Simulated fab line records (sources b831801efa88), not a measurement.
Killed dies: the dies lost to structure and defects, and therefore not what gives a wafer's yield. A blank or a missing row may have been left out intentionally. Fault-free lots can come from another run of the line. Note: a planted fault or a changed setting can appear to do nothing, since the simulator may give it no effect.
The tool behind it: which one? ; flow gf180mcu ; 36 wafers from 12 lots sampled at 5 of the route's 602 steps

## WHAT THE GAUGES READ, wafer by wafer
GF_V2_THK_MEAS_01.
lot;measured;on;V2_CVD_00_THK (nm)
L678;day 19 10:01;film metro-03;603 612 604
L680;day 20 05:08;film metro-03;600 601 601
L681;day 20 11:21;film metro-03;589 591 590
L683;day 21 04:55;film metro-01;602 610 606
L684;day 21 16:10;film metro-03;597 597 600
L685;day 21 18:29;film metro-02;600 598 612
L687;day 22 21:08;film metro-03;606 610 598
L691;day 24 06:21;film metro-03;584 593 599
L692;day 24 08:46;film metro-02;595 601 592
L694;day 25 02:43;film metro-02;599 599 598
L699;day 26 11:42;film metro-02;601 599 602
L701;day 27 06:53;film metro-02;596 590 592

GF_V2_CD_MEAS_14 targets a cd of 260 nm.
lot;measured;on;cd nm (nm)
L678;day 20 11:01;cd sem-01;259.4 260.2 260.4
L680;day 21 05:27;cd sem-01;260.4 260.9 259.8
L681;day 21 11:29;cd sem-01;260.6 260.9 259.9
L683;day 22 04:54;cd sem-01;259.9 260.4 259.8
L684;day 22 15:43;cd sem-01;258.8 259.1 259.5
L685;day 22 17:56;cd sem-01;259.9 258.3 259.9
L687;day 23 20:02;cd sem-01;259.5 260.1 260.2
L691;day 25 04:36;cd sem-02;259.5 258.0 258.1
L692;day 25 05:50;cd sem-01;259.0 260.3 259.7
L694;day 25 23:40;cd sem-02;261.2 260.7 261.5
L699;day 27 08:49;cd sem-01;259.4 259.5 259.2
L701;day 28 03:19;cd sem-01;259.3 259.3 259.1

GF_V2_RS_MEAS_24: measurement is done with a four-point probe.
lot;measured;on;V2_W_RS (ohm/sq)
L678;day 20 12:02;film metro-01;0.328 0.330 0.328
L680;day 21 06:50;film metro-03;0.327 0.325 0.328
L681;day 21 12:31;film metro-02;0.330 0.328 0.334
L683;day 22 05:56;film metro-01;0.330 0.327 0.331
L684;day 22 16:45;film metro-02;0.325 0.321 0.322
L685;day 22 19:18;film metro-01;0.331 0.330 0.334
L687;day 23 21:04;film metro-01;0.327 0.327 0.328
L691;day 25 05:41;film metro-03;0.352 0.357 0.326
L692;day 25 06:56;film metro-01;0.327 0.326 0.329
L694;day 26 00:41;film metro-01;0.333 0.332 0.363
L699;day 27 09:51;film metro-03;0.329 0.324 0.328
L701;day 28 04:21;film metro-02;0.327 0.328 0.330

GF_V2_THK_MEAS_25: measures by xrf.
lot;measured;on;V2_W_THK (nm)
L678;day 20 12:09;film metro-01;332 330 332
L680;day 21 06:56;film metro-03;333 336 331
L681;day 21 12:38;film metro-02;324 326 321
L683;day 22 06:03;film metro-01;333 337 330
L684;day 22 16:50;film metro-02;327 331 330
L685;day 22 19:25;film metro-01;333 331 330
L687;day 23 21:10;film metro-01;333 334 331
L691;day 25 05:48;film metro-03;310 305 334
L692;day 25 07:03;film metro-01;334 337 331
L694;day 26 00:48;film metro-01;334 336 305
L699;day 27 09:58;film metro-03;339 342 339
L701;day 28 04:28;film metro-02;328 327 326

## WHAT TOOL EACH LOT RAN ON (gives the tool, then ch and the chambers of the sampled wafers, and finally the start)
lot;GF_V2_CVD_23
L678;cvd w-01 ch 0,1, day 20 11:55
L680;cvd w-02 ch 0,1, day 21 06:44
L681;cvd w-01 ch 0,1, day 21 12:25
L683;cvd w-01 ch 0,1, day 22 05:49
L684;cvd w-02 ch 0,1, day 22 16:37
L685;cvd w-01 ch 0,1, day 22 19:10
L687;cvd w-01 ch 0,1, day 23 20:56
L691;cvd w-01 ch 0,1, day 25 05:34
L692;cvd w-02 ch 0,1, day 25 06:49
L694;cvd w-01 ch 0,1, day 26 00:34
L699;cvd w-02 ch 0,1, day 27 09:44
L701;cvd w-02 ch 0,1, day 28 04:14
- GF_V2_CVD_23: deposits W, target thk 350 nm, time 104.94 s.

## AS READ BY THE TOOLS THEMSELVES (means over the sampled wafers that have a number; for cases with no such wafer, the mark the record gives instead)
GF_V2_CVD_23.
lot;tool;heater power w (W)
L678;cvd w-01;806
L680;cvd w-02;886
L681;cvd w-01;891
L683;cvd w-01;811
L684;cvd w-02;858
L685;cvd w-01;893
L687;cvd w-01;894
L691;cvd w-01;804
L692;cvd w-02;857
L694;cvd w-01;902
L699;cvd w-02;864
L701;cvd w-02;891

## THE ANSWER, worked out from the rows above alone
Rule: the lots themselves supply what counts as usual. Put in order of their means at a reading, lots are off if they are a third of the lots or fewer, leave a main group of 4 or more, and stand apart from it by a gap of 3 or more times the standard deviation of the main group's means; of several such gaps the widest counts. A main group whose means are all the same, to the digits that the tables above print for the reading, isn't used. Also off: a lot with no number at a reading for which 4 or more lots have one. Where the step has rows for the other lots, those lots are counted as sound. First the gauges in route order, then the tools' own readings, where a lot's mean is used as printed above. At the first step where some lot is off, the reading lying furthest off is the one used; lots without a number count as furthest.
Off: L691, L694, at GF_V2_RS_MEAS_24 (V2_W_RS). For the main group the mean is 0.328 ohm/sq and the standard deviation 0.0023.
If a tool, at a process step before that reading, ran all the lots that are off and no sound lot after the first of them, it fits. Gauges at GF_V2_RS_MEAS_24: tried the same way as those tools. One fits: cvd w-01 at GF_V2_CVD_23. A fault onset in the window from L687 (day 23 20:56, its last sound lot) to L691 (day 25 05:34, its first lot off) fits.

## WHAT HAD BEEN PUT IN BY THE SIMULATOR
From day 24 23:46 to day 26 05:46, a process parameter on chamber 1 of cvd w-01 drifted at GF_V2_CVD_23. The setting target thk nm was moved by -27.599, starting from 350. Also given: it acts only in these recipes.
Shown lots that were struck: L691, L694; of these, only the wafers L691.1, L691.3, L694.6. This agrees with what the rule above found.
